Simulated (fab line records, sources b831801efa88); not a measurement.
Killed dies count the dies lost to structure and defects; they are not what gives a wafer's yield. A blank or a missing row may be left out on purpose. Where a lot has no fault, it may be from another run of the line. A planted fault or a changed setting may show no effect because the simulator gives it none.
Which tool is to blame?    flow sfq-line    Sampling: 13 lots, 39 wafers, 3 of 325 route steps

WHAT EACH GAUGE READ, for each wafer
SFQ_M1_RS_MEAS_909: the measuring method here is four-point-probe.
lot   measured      on             M1_NB_RS (ohm/sq)
L227  day 10 07:01  film-metro-04  0.901 0.888 0.898
L229  day 10 19:02  film-metro-04  0.902 0.913 0.905
L230  day 11 03:25  film-metro-04  0.896 0.884 0.896
L231  day 11 08:13  film-metro-01  0.874 0.874 0.878
L232  day 11 10:37  film-metro-04  0.884 0.880 0.886
L233  day 11 13:05  film-metro-01  0.892 0.882 0.883
L235  day 12 10:37  film-metro-04  0.905 0.903 0.908
L236  day 12 15:25  film-metro-04  0.904 0.899 0.897
L237  day 12 19:05  film-metro-01  0.893 0.882 0.900
L238  day 13 23:00  film-metro-01  0.886 0.893 0.896
L239  day 13 21:48  film-metro-02  0.913 0.895 0.892
L240  day 14 02:39  film-metro-04  0.890 0.889 0.897
L243  day 15 08:48  film-metro-01  0.895 0.894 1.236

WHICH TOOL RAN EACH LOT (tool, then ch and the chambers of the sampled wafers, then the start)
lot   SFQ_TRILAYER_L0_VIA_STRIP_STRIP_017  SFQ_TRILAYER_M1_DEP_SPUTTER_037
L227  rie-metal-02 ch 0,1, day 5 07:47     pvd-sputter-03, day 10 06:55
L229  rie-metal-03 ch 0,1, day 5 17:35     pvd-sputter-03, day 10 18:55
L230  rie-metal-02 ch 0,1, day 6 00:35     pvd-sputter-03, day 11 03:19
L231  rie-metal-03 ch 1, day 6 05:23       pvd-sputter-03, day 11 08:08
L232  rie-metal-03 ch 0,1, day 6 11:23     pvd-sputter-04, day 11 10:32
L233  rie-metal-03 ch 1, day 6 14:32       pvd-sputter-03, day 11 12:59
L235  rie-metal-02 ch 0,1, day 7 04:44     pvd-sputter-06, day 12 10:31
L236  rie-metal-03 ch 0,1, day 7 08:20     pvd-sputter-06, day 12 15:19
L237  rie-metal-01 ch 0,1, day 7 10:56     pvd-sputter-06, day 12 18:55
L238  rie-metal-01 ch 0,1, day 7 19:08     pvd-sputter-03, day 13 22:54
L239  rie-metal-02 ch 0,1, day 7 23:56     pvd-sputter-06, day 13 21:42
L240  rie-metal-03 ch 0,1, day 8 07:20     pvd-sputter-03, day 14 02:31
L243  rie-metal-03 ch 0, day 8 21:32       pvd-sputter-03, day 15 08:43
- SFQ_TRILAYER_L0_VIA_STRIP_STRIP_017: strips in O2.
- SFQ_TRILAYER_M1_DEP_SPUTTER_037: material Nb, target thk 200 nm, time 133.3 s.

WHAT THE TOOLS THEMSELVES READ (means of the sampled wafers that have a number; where no wafer has one, the mark that the record gives instead)
SFQ_TRILAYER_L0_VIA_STRIP_STRIP_017.
lot   tool          drypump-motor-current-A (A)  oes-product-au (a.u.)
L227  rie-metal-02  5.5                          1.013
L229  rie-metal-03  5.1                          0.998
L230  rie-metal-02  5.5                          1.007
L231  rie-metal-03  4.9                          0.992
L232  rie-metal-03  5.2                          0.990
L233  rie-metal-03  4.9                          0.997
L235  rie-metal-02  5.5                          1.010
L236  rie-metal-03  5.4                          1.008
L237  rie-metal-01  5.3                          1.001
L238  rie-metal-01  5.3                          1.000
L239  rie-metal-02  5.1                          1.010
L240  rie-metal-03  5.4                          0.996
L243  rie-metal-03  5.6                          0.993

SFQ_TRILAYER_M1_DEP_SPUTTER_037.
lot   tool            chamber-pressure-pa (Pa)  throttle-valve-pct (%)
L227  pvd-sputter-03  0.13331                   29.2
L229  pvd-sputter-03  0.13320                   29.9
L230  pvd-sputter-03  0.13332                   29.4
L231  pvd-sputter-03  0.13347                   29.0
L232  pvd-sputter-04  0.13335                   28.1
L233  pvd-sputter-03  0.13334                   29.2
L235  pvd-sputter-06  0.13332                   29.4
L236  pvd-sputter-06  0.13340                   29.5
L237  pvd-sputter-06  0.13307                   29.0
L238  pvd-sputter-03  0.13325                   29.2
L239  pvd-sputter-06  0.13333                   29.4
L240  pvd-sputter-03  0.13344                   28.9
L243  pvd-sputter-03  0.13353                   28.8

THE ANSWER, worked out from the rows above alone
Rule: what is usual is taken from the lots themselves. The widest of any qualifying gaps counts: lots, ordered by their means at a reading, are off when they make up no more than a third of the lots, leave a main group of 4 or more, and stand apart from it by 3 or more times the standard deviation of that group's means. A main group whose means are all the same, to the digits that the tables above print for the reading, isn't used. Also off: a lot with no number at a reading for which 4 or more lots have one. All remaining lots with rows at the step are treated as sound. The gauges are gone through in route order, then the tools' own readings, and for those a lot's mean is taken as printed above. At the first step where some lot is off, the reading lying furthest off is the one used; lots without a number count as furthest.
Off: L243, seen at SFQ_M1_RS_MEAS_909 (M1_NB_RS). For the main group the mean is 0.893 ohm/sq and the standard deviation 0.0087.
A tool fits if, at a process step before that reading, it ran every lot that is off, and no sound lot after the first of them. The gauges at SFQ_M1_RS_MEAS_909 are tried like those tools. Can't be told from this: 3 tools fit, rie-metal-03 at SFQ_TRILAYER_L0_VIA_STRIP_STRIP_017, pvd-sputter-03 at SFQ_TRILAYER_M1_DEP_SPUTTER_037, film-metro-01 at SFQ_M1_RS_MEAS_909.

WHAT THE SIMULATOR HAD PUT IN
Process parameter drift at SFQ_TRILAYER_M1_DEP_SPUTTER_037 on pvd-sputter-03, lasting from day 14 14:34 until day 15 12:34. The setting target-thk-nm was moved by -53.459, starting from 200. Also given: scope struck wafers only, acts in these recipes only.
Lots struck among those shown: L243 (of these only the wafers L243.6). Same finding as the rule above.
